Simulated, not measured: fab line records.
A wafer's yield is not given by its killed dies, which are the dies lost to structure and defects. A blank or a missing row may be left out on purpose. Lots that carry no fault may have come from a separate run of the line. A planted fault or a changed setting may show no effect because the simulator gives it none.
fab line records	flow sky130
record: lots: 11	wafers: 33	last_day: 50
route steps=708 shown VIA2@527 VIA4@639 PAD_OPEN@708
lots that met no fault: from a run of the same line without faults
start_h: hours from the record's first day to the start of the lot's first wafer shown	wait_h: how many hours have passed since the lot's step before this one	" unchanged from the row above	L1.1+2: several wafers, shown together as one row	- no value, or no start was given	* or withheld: withheld	< > ~ a bound
route shown NAME@n: names a module that has steps shown in the file, with the first one's number in the route	usual: the fault-free wafers' mean and standard deviation	same: alike in all rows	chamber/n: place in a boat	sites: readings site by site	_std_site: the standard deviation of these	_edge_site: the outer-site mean with the inner-site mean subtracted	radius_mm: how far each site lies from the wafer's centre	mask NAME#n: copy n	behind: the most recent tool/chamber to have shaped the wafer	hold: why the lot was held/for how many hours/how that ended	device: transistor that didn't switch, given as n, p or np	end of line: the same wafers' tests at the end of the route	where a step has no rows: the recipe by itself	killed: the dies lost at the first sort to structure and to defects; this is not the yield of the wafer	map: shows each die of a wafer: x if killed, . if not, _ if none is there
set.NAME: the setting that was run; set.NAME@STEP: the one run at that earlier step	model.NAME: the simulator's own value behind a step, which no gauge read
a sample of lots followed through the steps of the route, with each step as a table and each wafer as a row
services: a tool's chamber out of use, with start hour (start_h, from the record's first day; less than 0 if before it), hours out, and reason
== steps ==
step: SKY_VIA2_SPUTTER_20
recipe: material: TiN	target_thk_nm: 20	chamber_pressure_pa: 5	power_w: 4000	time_s: 80
usual: cathode_dc_power_W: 4000.0/0.75	throttle_valve_pct: 30.1/0.85
lot.wafer	tool	chamber	start_h	wait_h	cathode_dc_power_W	throttle_valve_pct
L952.1	pvd_sputter-04	-	836.12	0.0	4000.5	31.5
L952.2	"	-	"	"	4000.4	29.9
L952.4	"	-	"	"	4000.1	29.9
L953.2	pvd_sputter-01	-	839.35	0.0	4000.8	29.3
L953.4	"	-	"	"	3999.3	30.2
L953.5	"	-	"	"	4000.2	31.0
L954.1	pvd_sputter-01	-	863.80	0.0	3998.3	29.2
L954.5	"	-	"	"	4001.0	30.5
L954.6	"	-	"	"	3998.6	29.1
L956.1	pvd_sputter-04	-	909.73	0.0	3998.9	29.5
L956.4	"	-	"	"	3999.7	29.9
L956.6	"	-	"	"	3999.6	30.2
L959.2	pvd_sputter-01	-	927.88	0.0	3999.4	29.1
L959.3	"	-	"	"	3999.2	30.9
L959.5	"	-	"	"	3998.2	29.2
L968.1	pvd_sputter-04	-	975.39	0.0	4000.5	30.1
L968.2	"	-	"	"	4000.4	31.4
L968.3	"	-	"	"	4000.5	29.9
L966.2	pvd_sputter-01	-	976.96	0.0	3999.5	30.2
L966.3	"	-	"	"	3999.7	28.2
L966.6	"	-	"	"	4001.1	29.2
L970.2	pvd_sputter-04	-	989.87	0.0	3999.8	30.1
L970.3	"	-	"	"	4000.6	31.6
L970.4	"	-	"	"	3999.7	29.8
L971.2	pvd_sputter-04	-	994.70	0.0	3999.5	29.9
L971.4	"	-	"	"	3998.9	31.6
L971.6	"	-	"	"	3999.6	31.5
L974.2	pvd_sputter-03	-	1004.45	0.0	4001.1	29.8
L974.4	"	-	"	"	3999.7	30.6
L974.5	"	-	"	"	3999.7	30.0
L973.3	pvd_sputter-01	-	1008.97	0.0	3999.5	31.0
L973.4	"	-	"	"	4000.1	29.3
L973.5	"	-	"	"	4001.0	30.3
step: SKY_VIA2_RS_MEAS_22
recipe: thk_meas_gauge: four-point-probe	reads: W_of_VIA2_CVD_21+TiN_of_VIA2_SPUTTER_20
usual: VIA2_W_RS: 0.274/0.0038
lot.wafer	tool	chamber	start_h	wait_h	VIA2_W_RS[ohm/sq]
L952.1	film_metro-03	-	836.31	0.1	0.270
L952.2	"	-	"	"	0.269
L952.4	"	-	"	"	0.270
L953.2	film_metro-03	-	839.56	0.1	0.271
L953.4	"	-	"	"	0.267
L953.5	"	-	"	"	0.270
L954.1	film_metro-04	-	863.99	0.1	0.269
L954.5	"	-	"	"	0.275
L954.6	"	-	"	"	0.269
L956.1	film_metro-02	-	909.93	0.1	0.278
L956.4	"	-	"	"	0.279
L956.6	"	-	"	"	0.280
L959.2	film_metro-03	-	928.09	0.1	0.268
L959.3	"	-	"	"	0.269
L959.5	"	-	"	"	0.270
L968.1	film_metro-04	-	975.58	0.1	0.274
L968.2	"	-	"	"	0.276
L968.3	"	-	"	"	0.270
L966.2	film_metro-04	-	977.17	0.1	0.273
L966.3	"	-	"	"	0.272
L966.6	"	-	"	"	0.275
L970.2	film_metro-03	-	990.08	0.1	0.274
L970.3	"	-	"	"	0.276
L970.4	"	-	"	"	0.271
L971.2	film_metro-04	-	994.93	0.1	0.273
L971.4	"	-	"	"	0.270
L971.6	"	-	"	"	0.271
L974.2	film_metro-02	-	1004.66	0.1	0.272
L974.4	"	-	"	"	0.277
L974.5	"	-	"	"	0.271
L973.3	film_metro-04	-	1009.20	0.1	0.274
L973.4	"	-	"	"	0.272
L973.5	"	-	"	"	0.272
step: SKY_VIA2_THK_MEAS_23
recipe: thk_meas_gauge: xrf	reads: W_of_VIA2_CVD_21
usual: VIA2_W_THK: 414/6.1
lot.wafer	tool	chamber	start_h	wait_h	VIA2_W_THK[nm]
L952.1	film_metro-03	-	836.43	0.1	419
L952.2	"	-	"	"	421
L952.4	"	-	"	"	419
L953.2	film_metro-03	-	839.67	0.1	419
L953.4	"	-	"	"	422
L953.5	"	-	"	"	421
L954.1	film_metro-04	-	864.11	0.1	421
L954.5	"	-	"	"	409
L954.6	"	-	"	"	423
L956.1	film_metro-02	-	910.05	0.1	411
L956.4	"	-	"	"	407
L956.6	"	-	"	"	406
L959.2	film_metro-03	-	928.20	0.1	423
L959.3	"	-	"	"	419
L959.5	"	-	"	"	417
L968.1	film_metro-04	-	975.70	0.1	409
L968.2	"	-	"	"	401
L968.3	"	-	"	"	416
L966.2	film_metro-04	-	977.28	0.1	412
L966.3	"	-	"	"	412
L966.6	"	-	"	"	409
L970.2	film_metro-03	-	990.19	0.1	415
L970.3	"	-	"	"	412
L970.4	"	-	"	"	419
L971.2	film_metro-04	-	995.04	0.1	419
L971.4	"	-	"	"	423
L971.6	"	-	"	"	424
L974.2	film_metro-02	-	1004.77	0.1	415
L974.4	"	-	"	"	405
L974.5	"	-	"	"	417
L973.3	film_metro-04	-	1009.30	0.1	412
L973.4	"	-	"	"	414
L973.5	"	-	"	"	415
step: SKY_VIA4_HDPCVD_00
recipe: material: SiO2	target_thk_nm: 1750	sigma_open_frac: 0.3	time_s: 291.7	temp_c: 400	sih4_flow_sccm: 60	pressure_mtorr: 6
usual: susceptor_temp_C: 400.00/0.22
lot.wafer	tool	chamber	start_h	wait_h	susceptor_temp_C
L952.1	hdpcvd-01	2	967.39	0.0	400.25
L952.2	"	1	"	"	399.85
L952.4	"	2	"	"	399.88
L953.2	hdpcvd-02	2	972.00	0.0	400.19
L953.4	"	0	"	"	399.97
L953.5	"	1	"	"	400.22
L954.1	hdpcvd-02	0	994.47	0.0	399.56
L954.5	"	0	"	"	399.88
L954.6	"	1	"	"	399.97
L956.1	hdpcvd-02	1	1034.40	0.0	399.67
L956.4	"	0	"	"	399.95
L956.6	"	1	"	"	399.78
L959.2	hdpcvd-02	2	1049.14	0.0	399.93
L959.3	"	0	"	"	400.22
L959.5	"	1	"	"	400.35
L968.1	hdpcvd-02	0	1093.47	0.0	400.16
L968.2	"	2	"	"	400.27
L968.3	"	1	"	"	399.85
L966.2	hdpcvd-02	1	1095.13	0.0	399.94
L966.3	"	2	"	"	399.78
L966.6	"	0	"	"	399.50
L970.2	hdpcvd-01	1	1102.23	0.0	399.63
L970.3	"	2	"	"	399.58
L970.4	"	1	"	"	399.86
L971.2	hdpcvd-02	2	1107.31	0.0	400.35
L971.4	"	1	"	"	399.75
L971.6	"	0	"	"	400.13
L974.2	hdpcvd-01	2	1120.47	0.0	400.29
L974.4	"	1	"	"	399.85
L974.5	"	2	"	"	399.93
L973.3	hdpcvd-01	2	1122.60	0.0	399.75
L973.4	"	1	"	"	399.91
L973.5	"	0	"	"	400.09
step: SKY_VIA4_THK_MEAS_01
recipe: reads: SiO2_of_VIA4_HDPCVD_00
usual: VIA4_HDPCVD_THK: 1763/18
lot.wafer	tool	chamber	start_h	wait_h	VIA4_HDPCVD_THK[nm]
L952.1	film_metro-04	-	967.57	0.1	1741
L952.2	"	-	"	"	1722
L952.4	"	-	"	"	1736
L953.2	film_metro-02	-	972.19	0.1	1727
L953.4	"	-	"	"	1751
L953.5	"	-	"	"	1747
L954.1	film_metro-03	-	994.65	0.1	1767
L954.5	"	-	"	"	1768
L954.6	"	-	"	"	1768
L956.1	film_metro-02	-	1034.58	0.1	1760
L956.4	"	-	"	"	1750
L956.6	"	-	"	"	1762
L959.2	film_metro-03	-	1049.33	0.1	1748
L959.3	"	-	"	"	1773
L959.5	"	-	"	"	1786
L968.1	film_metro-02	-	1093.65	0.1	1604
L968.2	"	-	"	"	1570
L968.3	"	-	"	"	1599
L966.2	film_metro-02	-	1095.32	0.1	1594
L966.3	"	-	"	"	1566
L966.6	"	-	"	"	1576
L970.2	film_metro-03	-	1102.42	0.1	1762
L970.3	"	-	"	"	1789
L970.4	"	-	"	"	1777
L971.2	film_metro-03	-	1107.50	0.1	1564
L971.4	"	-	"	"	1561
L971.6	"	-	"	"	1588
L974.2	film_metro-02	-	1120.66	0.1	1782
L974.4	"	-	"	"	1770
L974.5	"	-	"	"	1782
L973.3	film_metro-04	-	1122.80	0.1	1814
L973.4	"	-	"	"	1793
L973.5	"	-	"	"	1795
step: SKY_VIA4_ETCH_12
recipe: target: SiO2	chemistry: C4F8/O2/Ar	stop_on: TiN	mask_material: NOVOLAK	source_w: 1500	bias_w: 1200	pressure_mtorr: 40	c4f8_flow_sccm: withheld	O2_flow_sccm: 6	Ar_flow_sccm: 300	time_s: withheld	target_depth_a: 5800
usual: oes_product_au: 0.925/0.0048
lot.wafer	tool	chamber	start_h	wait_h	oes_product_au
L952.1	rie_diel-02	1	991.42	0.0	0.921
L952.2	"	2	"	"	0.921
L952.4	"	0	"	"	0.926
L953.2	rie_diel-04	1	995.02	0.0	0.915
L953.4	"	3	"	"	0.922
L953.5	"	0	"	"	0.930
L954.1	rie_diel-04	3	1017.03	0.0	0.933
L954.5	"	0	"	"	0.934
L954.6	"	1	"	"	0.920
L956.1	rie_diel-04	3	1055.88	0.0	0.920
L956.4	"	2	"	"	0.922
L956.6	"	1	"	"	0.931
L959.2	rie_diel-03	2	1074.68	0.0	0.925
L959.3	"	0	"	"	0.925
L959.5	"	3	"	"	0.926
L968.1	rie_diel-03	1	1114.03	0.0	0.749
L968.2	"	3	"	"	0.750
L968.3	"	2	"	"	0.751
L966.2	rie_diel-03	1	1115.93	0.0	0.739
L966.3	"	3	"	"	0.741
L966.6	"	0	"	"	0.744
L970.2	rie_diel-04	2	1123.97	0.0	0.927
L970.3	"	0	"	"	0.922
L970.4	"	3	"	"	0.922
L971.2	rie_diel-04	1	1128.43	0.0	0.751
L971.4	"	3	"	"	0.755
L971.6	"	1	"	"	0.750
L974.2	rie_diel-02	0	1140.53	0.0	0.929
L974.4	"	3	"	"	0.922
L974.5	"	1	"	"	0.918
L973.3	rie_diel-02	0	1142.28	0.0	0.923
L973.4	"	2	"	"	0.917
L973.5	"	1	"	"	0.923
step: SKY_PAD_OPEN_PROBE_99
usual: defect_limited_yield: 82.5/1.9	killed_at_M0_to_M3: 42/6.4	killed_at_M4_up: 2.9/1.7	killed_at_contacts: 25/5.2	killed_at_front_end: 16/4.4	killed_at_other: 0.4/0.65	killed_dies: 86/9.2	killed_on_rim: 17/3.9	killed_open: 47/6.6	killed_short: 39/5.8	sort_bin_3_pad_short: 0.9/0.42	sort_bin_5_function: 10.4/1.5	sort_bin_6_memory: 6.3/1	sort_n_pass: 406/9.2	sort_yield_pct: 82.5/1.9
same: gross_dies: 492	killed_at_back_side: 0	sort_bin_4_leakage[%]: 0	sort_bin_8_speed[%]: 0
lot.wafer	tool	chamber	start_h	wait_h	defect_limited_yield[%]	killed_at_M0_to_M3	killed_at_M4_up	killed_at_contacts	killed_at_front_end	killed_at_other	killed_dies	killed_on_rim	killed_open	killed_short	sort_bin_3_pad_short[%]	sort_bin_5_function[%]	sort_bin_6_memory[%]	sort_n_pass	sort_yield_pct[%]
L968.1	prober-02	-	1173.66	0.1	69.7	43	61	33	12	0	149	68	54	36	12.2	11.6	6.5	343	69.7
L968.2	prober-02	-	1173.71	0.1	70.1	35	58	29	24	1	147	71	56	34	12.0	13.2	4.7	345	70.1
L968.3	prober-02	-	1173.76	0.2	69.7	36	59	33	20	1	149	72	54	37	13.4	9.8	7.1	343	69.7
L966.2	prober-01	-	1176.67	0.1	68.9	47	64	31	11	0	153	72	52	38	14.0	10.0	7.1	339	68.9
L966.3	prober-01	-	1176.72	0.2	67.9	50	73	24	11	0	158	76	44	47	15.2	11.4	5.5	334	67.9
L966.6	prober-01	-	1176.87	0.2	72.8	43	63	16	12	0	134	71	38	34	13.2	7.7	6.3	358	72.8
L971.2	prober-01	-	1187.02	0.1	72.2	40	51	31	15	0	137	61	52	35	10.8	10.4	6.7	355	72.2
L971.4	prober-01	-	1187.12	0.2	70.3	47	65	21	13	0	146	66	44	42	12.6	10.2	6.9	346	70.3
L971.6	prober-01	-	1187.22	0.2	70.1	32	67	31	17	0	147	69	45	35	14.6	9.6	5.7	345	70.1
killed by level:class
L968.1 VIA4:area_hdpcvd=59 VIA2:geometric_particle:open=11 LI_CONTACT:geometric_particle:open=9 VIA1:geometric_particle:open=9 LOCAL_INTERCONNECT:geometric_particle:short=7 CONTACT:geometric_particle:open=7 VIA3:geometric_particle:open=5 CONTACT:geometric_particle:short=5
L968.2 VIA4:area_hdpcvd=57 VIA1:geometric_particle:open=14 CONTACT:geometric_particle:open=10 LOCAL_INTERCONNECT:geometric_particle:open=6 FIELD_ISO:geometric_particle:open=5 POLY_GATE:geometric_particle:short=5 POLY_GATE:geometric_particle:open=5 METAL2:geometric_particle:short=5
L968.3 VIA4:area_hdpcvd=58 CONTACT:geometric_particle:open=13 VIA1:geometric_particle:open=9 VIA3:geometric_particle:open=8 LI_CONTACT:geometric_particle:open=6 CONTACT:geometric_particle:short=6 FIELD_ISO:geometric_particle:open=5 FIELD_ISO:geometric_particle:short=4
L966.2 VIA4:area_hdpcvd=63 VIA1:geometric_particle:open=13 VIA3:geometric_particle:open=10 CONTACT:geometric_particle:open=9 LI_CONTACT:geometric_particle:open=8 LOCAL_INTERCONNECT:geometric_particle:short=6 CONTACT:geometric_particle:short=6 METAL1:geometric_particle:short=6
L966.3 VIA4:area_hdpcvd=67 VIA1:geometric_particle:open=11 METAL2:geometric_particle:short=9 CONTACT:geometric_particle:open=8 VIA2:geometric_particle:open=7 LOCAL_INTERCONNECT:geometric_particle:short=6 LI_CONTACT:geometric_particle:open=6 METAL1:geometric_particle:short=6
L966.6 VIA4:area_hdpcvd=61 VIA3:geometric_particle:open=8 CONTACT:geometric_particle:open=7 VIA1:geometric_particle:short=7 VIA1:geometric_particle:open=6 METAL1:geometric_particle:short=5 METAL2:geometric_particle:short=5 POLY_GATE:geometric_particle:open=4
L971.2 VIA4:area_hdpcvd=50 CONTACT:geometric_particle:open=16 VIA1:geometric_particle:short=8 VIA1:geometric_particle:open=7 LI_CONTACT:geometric_particle:open=6 VIA2:geometric_particle:open=6 CONTACT:geometric_particle:short=5 VIA3:geometric_particle:open=4
L971.4 VIA4:area_hdpcvd=60 VIA2:geometric_particle:open=10 VIA1:geometric_particle:open=8 VIA1:geometric_particle:short=7 CONTACT:geometric_particle:open=6 METAL1:geometric_particle:short=6 POLY_GATE:geometric_particle:short=5 LI_CONTACT:geometric_particle:open=5
L971.6 VIA4:area_hdpcvd=66 CONTACT:geometric_particle:open=12 LI_CONTACT:geometric_particle:open=8 VIA1:geometric_particle:open=7 FIELD_ISO:geometric_particle:short=6 CONTACT:geometric_particle:short=6 METAL1:geometric_particle:short=5 METAL2:geometric_particle:short=4
== services ==
tool	chamber	start_h	hours	kind
rie_diel-04	1	822.57	21.8	repair
hdpcvd-02	1	828.82	4.0	repair
pvd_sputter-04	-	836.24	1.1	repair
pvd_sputter-04	-	836.92	3.8	repair
rie_diel-02	0	841.31	7.5	repair
rie_diel-03	3	842.44	16.7	repair
hdpcvd-02	-	854.48	5.6	repair
rie_diel-04	1	854.70	2.4	repair
rie_diel-03	-	866.49	10.2	repair
hdpcvd-01	0	874.71	15.1	repair
rie_diel-02	0	875.42	13.0	repair
rie_diel-03	2	875.81	4.5	repair
pvd_sputter-04	-	888.54	1.1	repair
hdpcvd-02	-	950.25	15.0	pm
rie_diel-04	1	970.36	4.3	repair
pvd_sputter-01	-	978.72	24.4	repair
hdpcvd-01	1	987.21	6.5	repair
pvd_sputter-04	-	990.78	3.9	repair
rie_diel-04	0	1011.08	1.6	repair
rie_diel-04	2	1024.76	9.5	repair
hdpcvd-01	-	1081.63	2.8	pm
pvd_sputter-04	-	1090.54	0.6	repair
rie_diel-04	-	1098.76	4.7	repair
rie_diel-04	0	1112.52	4.2	repair
== key ==
first_sign: step: SKY_VIA4_THK_MEAS_01	reading: VIA4_HDPCVD_THK	direction: down	sigmas: 10	usual: 1763	struck: 1580
effect: step: SKY_VIA4_ETCH_12	reading: oes_product_au	direction: down	sigmas: 37	usual: 0.925	struck: 0.748
effect: step: SKY_PAD_OPEN_PROBE_99	reading: killed_at_M4_up	direction: up	sigmas: 35	usual: 2.9	struck: 62.3
more_kills_born_at: SKY_VIA4_HDPCVD_00@hdpcvd-02: 541
met_at SKY_VIA4_HDPCVD_00
struck_lots L966,L968,L971
not_acting_at SKY_VIA2_SPUTTER_20,SKY_VIA2_RS_MEAS_22,SKY_VIA2_THK_MEAS_23
onset_between 1049.14 1093.47
fault: kind: site_profile_drift	tool: hdpcvd-02	chamber: -	onset_h: 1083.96	steps: SKY_VIA4_HDPCVD_00	basis: fraction	max_abs_drift: 0.24426	slope_share_per_hr: 54.28	site_pattern: 0,0,0,0,0,-1,-1,-1,-1
